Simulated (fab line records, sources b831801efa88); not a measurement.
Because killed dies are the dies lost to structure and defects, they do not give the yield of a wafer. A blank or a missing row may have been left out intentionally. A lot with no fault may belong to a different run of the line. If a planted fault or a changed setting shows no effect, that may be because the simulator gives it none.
Matching of chambers :: flow sky130 :: pecvd-01 running SKY_PASSIVATION_CVD_00: 3 sister chambers
The step deposits SiO2, target thk 90 nm. 14 wafers are shown with their chamber, then 7 later ones without.

== WAFERS PAIRED WITH THEIR CHAMBERS ==
wafer: L192.2
chamber: 2
heater_power_w (W): 657

wafer: L192.4
chamber: 0
heater_power_w (W): 703

wafer: L192.5
chamber: 2
heater_power_w (W): 642

wafer: L195.2
chamber: 1
heater_power_w (W): 623

wafer: L195.3
chamber: 2
heater_power_w (W): 539

wafer: L195.6
chamber: 0
heater_power_w (W): 664

wafer: L198.1
chamber: 2
heater_power_w (W): 642

wafer: L198.3
chamber: 0
heater_power_w (W): 644

wafer: L198.4
chamber: 2
heater_power_w (W): 663

wafer: L209.1
chamber: 1
heater_power_w (W): 590

wafer: L209.4
chamber: 1
heater_power_w (W): 574

wafer: L209.6
chamber: 1
heater_power_w (W): 588

wafer: L210.2
chamber: 2
heater_power_w (W): 565

wafer: L210.4
chamber: 2
heater_power_w (W): 555

SIGNATURES (averages over the wafers above)
reading: heater_power_w
chamber 0: 670.33
chamber 1: 593.75
chamber 2: 609.00
scatter within a chamber: 42.9
Rule: for a wafer and a chamber, the distance is found by dividing, reading by reading, the gap between the wafer's reading and the chamber's mean by the reading's scatter, squaring, summing and taking the root. The wafer belongs to the nearest chamber; if the next one is less than 2 further off, it can't be placed. The scatter: take each reading less its chamber's mean, square it, sum over the shown wafers, divide by the number of wafers less the number of chambers, and take the root.

== WAFERS MISSING THEIR CHAMBER ==
wafer: L210.5
heater_power_w (W): 586

wafer: L212.2
heater_power_w (W): 671

wafer: L212.4
heater_power_w (W): 595

wafer: L212.5
heater_power_w (W): 626

wafer: L213.3
heater_power_w (W): 593

wafer: L213.4
heater_power_w (W): 692

wafer: L213.5
heater_power_w (W): 665

== THE CHAMBER EACH PASSED THROUGH ==
wafer: L210.5
from the rows above: can't be placed: 1 or 2 or 0
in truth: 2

wafer: L212.2
from the rows above: can't be placed: 0 or 2 or 1
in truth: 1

wafer: L212.4
from the rows above: can't be placed: 1 or 2 or 0
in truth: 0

wafer: L212.5
from the rows above: can't be placed: 2 or 1 or 0
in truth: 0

wafer: L213.3
from the rows above: can't be placed: 1 or 2 or 0
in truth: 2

wafer: L213.4
from the rows above: can't be placed: 0 or 2 or 1
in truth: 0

wafer: L213.5
from the rows above: can't be placed: 0 or 2 or 1
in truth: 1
0 of 7 placed correctly. Can't be placed from these rows: 7 (the true chamber is among the candidates in 7). Placed wrongly: 0.
